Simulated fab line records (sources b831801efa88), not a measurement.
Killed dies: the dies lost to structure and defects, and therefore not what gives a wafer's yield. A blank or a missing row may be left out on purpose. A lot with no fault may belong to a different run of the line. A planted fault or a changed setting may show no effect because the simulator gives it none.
What tool caused it?    flow gf180mcu    6 lots with 18 wafers sampled at 4 steps, on a route of 602 steps

## WHAT THE GAUGES READ, wafer by wafer
GF_M3_CD_MEAS_14 targets a cd of 280 nm.
lot   measured      on         cd-nm (nm)
L339  day 21 21:01  cd-sem-01  282.2 283.6 282.5
L341  day 22 09:11  cd-sem-02  279.2 280.2 279.0
L347  day 24 09:41  cd-sem-02  280.0 279.8 280.3
L355  day 27 09:47  cd-sem-01  280.6 281.1 280.4
L358  day 28 09:01  cd-sem-01  277.9 279.0 279.8
L360  day 28 23:06  cd-sem-02  282.1 282.1 283.4

## TOOL THAT RAN EACH LOT (tool first, then ch and the chambers of the sampled wafers, then the start)
lot   GF_VT_IMPLANT_STRIP_31                GF_PSD_STRIP_10                       GF_SALICIDE_SPUTTER_03
L339  plasma-asher-04 ch 0,1, day 7 07:48   plasma-asher-02 ch 0,1, day 14 15:48  pvd-sputter-02, day 15 14:13
L341  plasma-asher-02 ch 0,1, day 7 17:20   plasma-asher-01 ch 0,1, day 15 03:16  pvd-sputter-02, day 16 01:09
L347  plasma-asher-03 ch 0,1, day 9 05:42   plasma-asher-01 ch 0,1, day 17 02:10  pvd-sputter-03, day 18 02:45
L355  plasma-asher-02 ch 0,1, day 11 11:13  plasma-asher-03 ch 0,1, day 20 05:29  pvd-sputter-01, day 21 06:07
L358  plasma-asher-02 ch 0,1, day 12 05:59  plasma-asher-02 ch 0,1, day 21 09:13  pvd-sputter-03, day 22 09:01
L360  plasma-asher-04 ch 0,1, day 12 20:29  plasma-asher-02 ch 0,1, day 22 03:56  pvd-sputter-02, day 23 04:30
- GF_VT_IMPLANT_STRIP_31: strips in O2/N2.
- GF_PSD_STRIP_10: strips in O2/N2.
- GF_SALICIDE_SPUTTER_03: material TiN, target thk 20 nm, time 16.7 s.

## THE ANSWER, worked out from the rows above alone
Rule: usual is defined by the lots themselves. The widest of any qualifying gaps counts: lots, ordered by their means at a reading, are off when they make up no more than a third of the lots, leave a main group of 4 or more, and stand apart from it by 3 or more times the standard deviation of that group's means. Not used: any main group whose means are identical at the precision the tables above print for the reading. A lot without any number at a reading at which 4 lots or more have one is off too. Any other lot the step has rows for is counted as sound.
No lot is off at any reading shown: from this, nothing can be told.

## WHAT THE SIMULATOR PUT IN
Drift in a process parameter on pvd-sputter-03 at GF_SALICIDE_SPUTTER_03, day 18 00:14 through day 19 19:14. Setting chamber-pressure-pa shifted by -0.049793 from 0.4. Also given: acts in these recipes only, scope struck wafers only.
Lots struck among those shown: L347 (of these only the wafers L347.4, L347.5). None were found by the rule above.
